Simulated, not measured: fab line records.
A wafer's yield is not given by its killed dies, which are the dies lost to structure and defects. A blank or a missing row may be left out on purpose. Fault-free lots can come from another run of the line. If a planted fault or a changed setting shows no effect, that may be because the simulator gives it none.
A struck lot beside a sound one + flow sfq-line + 24 out of 325 route steps
Sound: the wafers L953.1, L953.2, L953.5. The struck wafers were L968.1, L968.2, L968.5. Last of all comes the cause.
For every step that has rows: the tool of each side, followed by ch and its chambers, followed by its first start. Under that, the readings that differ: sound wafers + struck wafers + difference of the means + sigmas: that difference in standard deviations of wafers without a fault.
alike: readings whose means differ by less than 2 such deviations, and words and numbers that are the same on both sides. not compared: withheld readings, readings that some wafer has no value for, bounds like >300 that may hide the same value, and numbers for which the record gives no deviation and whose values overlap.
Wherever a step has rows on one side only, a row that says differs or no value, or a row with sigmas, the two part there. Numbers that have no deviation but don't overlap get no sigmas and don't part them. A reading missing from all wafers of one side parts the sides only when that side holds two or more wafers.

first, 1 step without rows for these wafers: SFQ_TRILAYER_M3_STRIP_SOLV_CLEAN_080 (cleans in NMP, time 600 s).
SFQ_TRILAYER_I3_DEP_PECVD_081: deposits SiO2 from SiH4/N2O, time 111.11 s, target thk 500 nm.
  sound on pecvd-03 ch 0,2, day 27 05:05; struck on pecvd-02 ch 0,1,2, day 39 05:45
  alike: heater-power-w, throttle-valve-pct
SFQ_TRILAYER_I3_CMP_CMP_082: polishes SiO2.
  sound on cmp-01 ch 0,1, day 27 19:54; struck on cmp-02 ch 2,3, day 39 13:01
  alike: motor-current-A, time-to-endpoint-s
SFQ_I3_BOW_MEAS_922:
  sound on film-metro-03 at day 27 22:54; struck on film-metro-03 at day 39 16:01
  alike: I3_BOW
SFQ_TRILAYER_I3_METRO_MEASURE_083:
  sound on film-metro-03 at day 27 23:01; struck on film-metro-03 at day 39 16:08
  alike: thk-nm
then, 6 steps without rows for these wafers: SFQ_TRILAYER_I3_VIA_LITHO_COAT_090 (resist thk 62 nm); SFQ_TRILAYER_I3_VIA_LITHO_COAT_085 (resist thk 650 nm); SFQ_TRILAYER_I3_VIA_LITHO_SOFTBAKE_089; SFQ_TRILAYER_I3_VIA_LITHO_EXPOSE_086 (exposes mask I3, target cd 500 nm); SFQ_TRILAYER_I3_VIA_LITHO_PEB_088 (peb time 60 s); SFQ_TRILAYER_I3_VIA_LITHO_DEVELOP_087 (time 60 s).
SFQ_I3_OVL_MEAS_923:
  sound on overlay-01 at day 28 05:19; struck on overlay-01 at day 40 02:02
  alike: I3_OVL
SFQ_TRILAYER_I3_VIA_BARC_OPEN_VIA_ETCH_121: etches BARC in O2, target depth 125 nm, time 41.7 s.
  sound on rie-diel-01 ch 1,2,3, day 28 05:22; struck on rie-diel-01 ch 0,2, day 40 02:05
  no value came back on the struck wafers for bias-w (W), chamber-pressure-mTorr (mTorr), drypump-motor-current-A (A), oes-product-au (a.u.); on the sound wafers bias-w (W) reads 76.92 77.31 77.07
| reading                                                 | sound           | struck            | difference | sigmas |
|---------------------------------------------------------|-----------------|-------------------|------------|--------|
| model.KrF_of_TRILAYER_I3_VIA_LITHO_COAT_085.thk-nm (nm) | 572 573.7 572.8 | 626.8 626.1 625.9 | +53.4      |        |
  not compared: rf-hours-counter-h
SFQ_TRILAYER_I3_VIA_ETCH_VIA_ETCH_088: etches SiO2 in CHF3, stops on Nb, target depth 260 nm.
  sound on rie-diel-01 ch 1,2,3, day 28 05:24; struck on rie-diel-01 ch 0,2, day 40 02:07
| reading                                                 | sound             | struck            | difference | sigmas |
|---------------------------------------------------------|-------------------|-------------------|------------|--------|
| oes-product-au (a.u.)                                   | 0.843 0.854 0.859 | 0.376 0.377 0.380 | -0.474     | -95    |
| model.KrF_of_TRILAYER_I3_VIA_LITHO_COAT_085.thk-nm (nm) | 526.5 529.1 527.6 | 581.5 581.1 581   | +53.5      |        |
  alike: bias-w, chamber-pressure-mTorr, drypump-motor-current-A
SFQ_TRILAYER_I3_VIA_STRIP_STRIP_089: strips in O2.
  sound on rie-metal-02 ch 0,1, day 28 05:31; struck on rie-metal-03 ch 0,1, day 40 02:14
  alike: chamber-pressure-mTorr, drypump-motor-current-A, oes-product-au
  not compared: rf-hours-counter-h
then, 2 steps without rows for these wafers: SFQ_TRILAYER_I3_VIA_STRIP_SOLV_CLEAN_090 (cleans in NMP, time 600 s); SFQ_TRILAYER_M4_DEP_PRE_CLEAN_092 (time 22.5 s).
SFQ_TRILAYER_M4_DEP_SPUTTER_091: material Nb, target thk 200 nm, time 133.3 s.
  sound on pvd-sputter-05 at day 28 06:19; struck on pvd-sputter-03 at day 40 03:03
  alike: throttle-valve-pct
SFQ_M4_RS_MEAS_924: a four-point-probe measurement.
  sound on film-metro-04 at day 28 06:24; struck on film-metro-04 at day 40 03:08
  alike: M4_NB_RS
then, 3 steps without rows for these wafers: SFQ_TRILAYER_M4_LITHO_COAT_098 (resist thk 62 nm); SFQ_TRILAYER_M4_LITHO_COAT_093 (resist thk 600 nm); SFQ_TRILAYER_M4_LITHO_SOFTBAKE_097.
-- the record jumps here: 6 days lie between the struck wafers' starts before and after --
SFQ_TRILAYER_M4_LITHO_EXPOSE_094: exposes mask M4, target cd 500 nm.
  struck on krf-scanner-01, day 45 22:23; sound on krf-scanner-02 ch 0, day 34 02:06
  no value came back on the struck wafers for exposure-dose-mJ-cm2, focus-offset-nm (nm); on the sound wafers exposure-dose-mJ-cm2 reads 14.376 14.399 14.397
  alike: mask
then, 1 step without rows for these wafers: SFQ_TRILAYER_M4_LITHO_PEB_096 (peb time 60 s).

== WHERE THEY PART ==
First at SFQ_TRILAYER_I3_VIA_BARC_OPEN_VIA_ETCH_121; last, within this record, at SFQ_TRILAYER_M4_LITHO_EXPOSE_094.

WHY: what had been put in by the simulator
At SFQ_TRILAYER_I3_VIA_BARC_OPEN_VIA_ETCH_121, the step was skipped entirely on rie-diel-01 from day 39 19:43 on. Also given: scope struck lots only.
